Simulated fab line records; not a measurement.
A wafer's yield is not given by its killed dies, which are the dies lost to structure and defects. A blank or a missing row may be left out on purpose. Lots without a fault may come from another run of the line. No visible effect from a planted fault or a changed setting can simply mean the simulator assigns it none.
A struck lot beside a sound one -- flow sky130 -- 17 steps out of a route of 708
Sound: wafers L577.1, L577.3, L577.5. Struck: wafers L584.2, L584.4. (L584.3 of the same lot was not struck and is left out.) The cause comes at the end.
For every step that has rows: the tool of each side, followed by ch and its chambers, followed by its first start. Under that, the readings that differ: sound wafers -- struck wafers -- difference of the means -- sigmas: that difference in standard deviations of wafers without a fault.
alike: readings with means less than 2 such deviations apart, plus words and numbers identical on both sides. not compared: withheld readings, readings lacking a value on some wafer, bounds such as >300 that could conceal the same value, and numbers that have no deviation in the record and whose values overlap.
A row with sigmas, a row that says differs or no value, or rows on one side alone: a step with any of these is where the two part. Numbers that have no deviation but don't overlap get no sigmas and don't part them. Lack of a reading on every wafer of one side parts them only where that side has two or more wafers.

first, 3 steps without rows for these wafers: SKY_LI_CONTACT_EXPOSE_09 (exposes mask LICM1, target cd 170 nm); SKY_LI_CONTACT_PEB_10; SKY_LI_CONTACT_DEVELOP_11 (develop time 60 s).
SKY_LI_CONTACT_CD_MEAS_12: the cd target is 170 nm.
  sound: cd-sem-02 at day 31 04:46; struck: cd-sem-01 at day 33 08:47
  alike: cd-nm
SKY_LI_CONTACT_OVL_MEAS_13:
  sound: overlay-01 at day 31 04:53; struck: overlay-01 at day 33 08:53
  alike: LI_CONTACT_OVL
SKY_LI_CONTACT_ETCH_14: etches BARC in N2/H2, stops on SiO2, time 45.9 s, target depth 60 nm.
  sound on rie-diel-03 ch 0,1,3, day 31 04:55; struck on rie-diel-02 ch 0,2, day 33 08:55
  alike: drypump-motor-current-A, oes-product-au, throttle-valve-pct
  not compared: rf-hours-counter-h
then, 1 step without rows for these wafers: SKY_LI_CONTACT_ETCH_15 (etches PSG in C4F8/O2/Ar, stops on Si, target depth 600 nm).
SKY_LI_CONTACT_STRIP_16: strips in O2/N2.
  sound on plasma-asher-04 ch 0,1, day 31 05:03; struck on plasma-asher-01 ch 0,1, day 33 09:03
  alike: drypump-motor-current-A, oes-product-au, strip-time-to-endpoint-s
  not compared: rf-hours-counter-h
then, 2 steps without rows for these wafers: SKY_LI_CONTACT_CLEAN_17 (cleans in NMP, time 600 s); SKY_LI_CONTACT_PRE_CLEAN_18 (time 5.6 s).
SKY_LI_CONTACT_SPUTTER_19: material Ti, target thk 20 nm, time 106.37 s.
  sound: pvd-sputter-03 at day 31 05:31; struck: pvd-sputter-03 at day 33 09:20
  alike: throttle-valve-pct
SKY_LI_CONTACT_SPUTTER_20: material TiN, target thk 20 nm, time 80 s.
  sound: pvd-sputter-03 at day 31 05:35; struck: pvd-sputter-03 at day 33 09:25
  alike: throttle-valve-pct
SKY_LI_CONTACT_CVD_21: deposits W, target thk 400 nm, time 120.56 s.
  sound on cvd-w-02 ch 0,1, day 31 05:40; struck on cvd-w-01 ch 0, day 33 09:29
reading,sound,struck,difference,sigmas
model.W_of_LI_CONTACT_CVD_21.thk-nm (nm),395.1 393.2 403,420.2 419.7,+22.8,
  alike: heater-power-w
SKY_LI_CONTACT_RS_MEAS_22: measures by four-point-probe.
  sound: film-metro-03 at day 31 05:47; struck: film-metro-03 at day 33 09:38
reading,sound,struck,difference,sigmas
LI_CONTACT_W_RS (ohm/sq),0.289 0.289 0.282,0.271 0.271,-0.016,-5
SKY_LI_CONTACT_THK_MEAS_23: measures by xrf.
  sound: film-metro-03 at day 31 05:54; struck: film-metro-03 at day 33 09:44
reading,sound,struck,difference,sigmas
LI_CONTACT_W_THK (nm),373 374 381,394 395,+18,+3
SKY_LI_CONTACT_CMP_24: polishes, stops on PSG, t overpolish 20 s, target thk 0 nm.
  sound on cmp-02 ch 0,3, day 31 05:58; struck on cmp-01 ch 0,1, day 33 09:50
  alike: motor-current-A
-- a jump in the record: the struck wafers' starts before and after are 16 days apart (it breaks off in module LI_CONTACT and resumes in module PAD_OPEN, where the first step shown is number 708 of the route) --
SKY_PAD_OPEN_PROBE_99:
  sound: prober-02 at day 47 09:43; struck: prober-02 at day 49 00:14
  alike: killed_at_M0_to_M3, killed_at_M4_up, killed-at-contacts, killed-at-front-end, killed-at-other, killed-dies, killed-open, killed-short

## WHERE THEY PART
First at SKY_LI_CONTACT_RS_MEAS_22; last, within this record, at SKY_LI_CONTACT_THK_MEAS_23. Later steps at which nothing parts them and some readings are alike: SKY_LI_CONTACT_CMP_24, SKY_PAD_OPEN_PROBE_99.

WHY: what the simulator had put in
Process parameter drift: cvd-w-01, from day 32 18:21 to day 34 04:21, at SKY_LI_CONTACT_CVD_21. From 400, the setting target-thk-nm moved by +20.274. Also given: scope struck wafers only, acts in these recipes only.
